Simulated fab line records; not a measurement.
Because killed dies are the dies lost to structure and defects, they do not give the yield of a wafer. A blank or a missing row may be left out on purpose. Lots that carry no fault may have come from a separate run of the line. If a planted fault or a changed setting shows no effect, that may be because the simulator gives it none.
Comparing a struck lot with a sound one / flow sky130 / 17 steps out of a route of 708
Sound: wafers L385.1, L385.2, L385.6. Wafers L398.1, L398.2, L398.4 were the ones struck. At the end, the cause is stated.
For every step that has rows: the tool of each side, followed by ch and its chambers, followed by its first start. Under that, the readings that differ: sound wafers / struck wafers / difference of the means / sigmas: that difference in standard deviations of wafers without a fault.
alike: same words and numbers on both sides, and readings whose means sit less than 2 such deviations apart. not compared: any withheld reading, any reading some wafer has no value for, any bound like >300 that may hide the same value, and any number with overlapping values for which the record gives no deviation.
The two part at a step that has a row with sigmas, a row that says differs or no value, or rows on one side only. Non-overlapping numbers with no deviation appear without sigmas and do not part them. A reading that every wafer of one side lacks parts them only if that side has two wafers or more.

SKY_VIA1_CMP_02: polishes SiO2.
  sound on cmp-01 ch 2,3, day 33 12:20; struck on cmp-01 ch 0,1,2, day 38 08:44
  alike: motor-current-A, retaining-ring-pressure-frac
SKY_VIA1_BOW_MEAS_03:
  struck on film-metro-03, day 38 09:02; sound on film-metro-02, day 33 12:38
  alike: VIA1_BOW
then, 8 steps without rows for these wafers: SKY_VIA1_DEHYDRATE_04 (time 60 s); SKY_VIA1_HMDS_05 (prime time 60 s); SKY_VIA1_COAT_06 (resist thk 60 nm); SKY_VIA1_COAT_07 (resist thk 450 nm); SKY_VIA1_SOFTBAKE_08 (time 90 s); SKY_VIA1_EXPOSE_09 (exposes mask VIM, target cd 150 nm); SKY_VIA1_PEB_10; SKY_VIA1_DEVELOP_11 (develop time 60 s).
SKY_VIA1_CD_MEAS_12: the cd target is 150 nm.
  struck on cd-sem-01, day 39 10:01; sound on cd-sem-02, day 34 14:52
  alike: cd-nm
SKY_VIA1_OVL_MEAS_13:
  struck on overlay-02, day 39 10:08; sound on overlay-02, day 34 14:59
  alike: VIA1_OVL
SKY_VIA1_ETCH_14: etches BARC in N2/H2, stops on SiO2, time 45.9 s, target depth 60 nm.
  sound on rie-diel-02 ch 2,3, day 34 15:01; struck on rie-diel-03 ch 0,2,3, day 39 10:10
  no value came back on the struck wafers for any of 6 readings (bias-w (W), chamber-pressure-mTorr (mTorr) and others); on the sound wafers bias-w (W) reads 100.62 99.99 100.70
reading=model.KrF-thick_of_VIA1_COAT_07.thk-nm (nm); sound=393 393.8 392.2; struck=435.4 435.3 435.2; difference=+42.3; sigmas=
  not compared: rf-hours-counter-h
SKY_VIA1_ETCH_15: etches SiO2 in C4F8/O2/Ar, stops on TiN, target depth 351 nm, time 54 s.
  sound on rie-diel-02 ch 2,3, day 34 15:03; struck on rie-diel-03 ch 0,2,3, day 39 10:12
reading=oes-product-au (a.u.); sound=0.986 0.981 0.982; struck=0.374 0.381 0.380; difference=-0.605; sigmas=-99 or more
reading=model.KrF-thick_of_VIA1_COAT_07.thk-nm (nm); sound=322.2 323.6 321.7; struck=365.9 364.5 363.8; difference=+42.2; sigmas=
  alike: bias-w, chamber-pressure-mTorr, rf-fwd-power-W
  not compared: rf-hours-counter-h
SKY_VIA1_STRIP_16: strips in O2/N2.
  sound on plasma-asher-03 ch 0,1, day 34 15:06; struck on plasma-asher-02 ch 0,1, day 39 10:15
reading=oes-product-au (a.u.); sound=0.412 0.413 0.421; struck=0.434 0.434 0.436; difference=+0.019; sigmas=+4
reading=strip-time-to-endpoint-s (s); sound=4.464 4.465 4.459; struck=4.909 4.893 4.886; difference=+0.433; sigmas=+20
  alike: drypump-motor-current-A, o2-flow-sccm
  not compared: rf-hours-counter-h
then, 1 step without rows for these wafers: SKY_VIA1_STRIP_17 (strips in post etch residue remover, time 1200 s).
-- the record jumps here: 11 days lie between the struck wafers' starts before and after (it left off in module VIA1 and takes up again in module PAD_OPEN, whose first step shown is number 708 of the route) --
SKY_PAD_OPEN_PROBE_99:
  struck on prober-02, day 49 23:46; sound on prober-02, day 46 07:21
reading=hold; sound=- - -; struck=await-dispo/1.3h/scrap await-dispo/1.3h/scrap await-dispo/1.3h/scrap; difference=no value on the sound wafers; sigmas=
reading=defect-limited-yield (%); sound=83.9 86.2 79.9; struck=0 0 0; difference=-83; sigmas=-44
reading=killed_at_M0_to_M3; sound=40 38 46; struck=441 444 456; difference=+406; sigmas=+57
reading=killed-dies; sound=79 68 99; struck=492 492 492; difference=+410; sigmas=+43
reading=killed-on-rim; sound=16 11 17; struck=96 96 96; difference=+81; sigmas=+21
reading=sort_bin_5_function (%); sound=9.6 8.7 11.6; struck=92.1 93.1 92.7; difference=+82.7; sigmas=+55
reading=sort-n-pass; sound=413 424 393; struck=0 0 0; difference=-410; sigmas=-43
reading=sort-yield-pct (%); sound=83.9 86.2 79.9; struck=0 0 0; difference=-83; sigmas=-44
  alike: killed_at_M4_up, killed-at-contacts, killed-at-front-end, killed-at-other, killed-open, killed-short, sort_bin_3_pad_short, sort_bin_6_memory

## WHERE THEY PART
Last at SKY_PAD_OPEN_PROBE_99 as far as this record goes, first at SKY_VIA1_ETCH_14.

WHY: whatever the simulator had introduced
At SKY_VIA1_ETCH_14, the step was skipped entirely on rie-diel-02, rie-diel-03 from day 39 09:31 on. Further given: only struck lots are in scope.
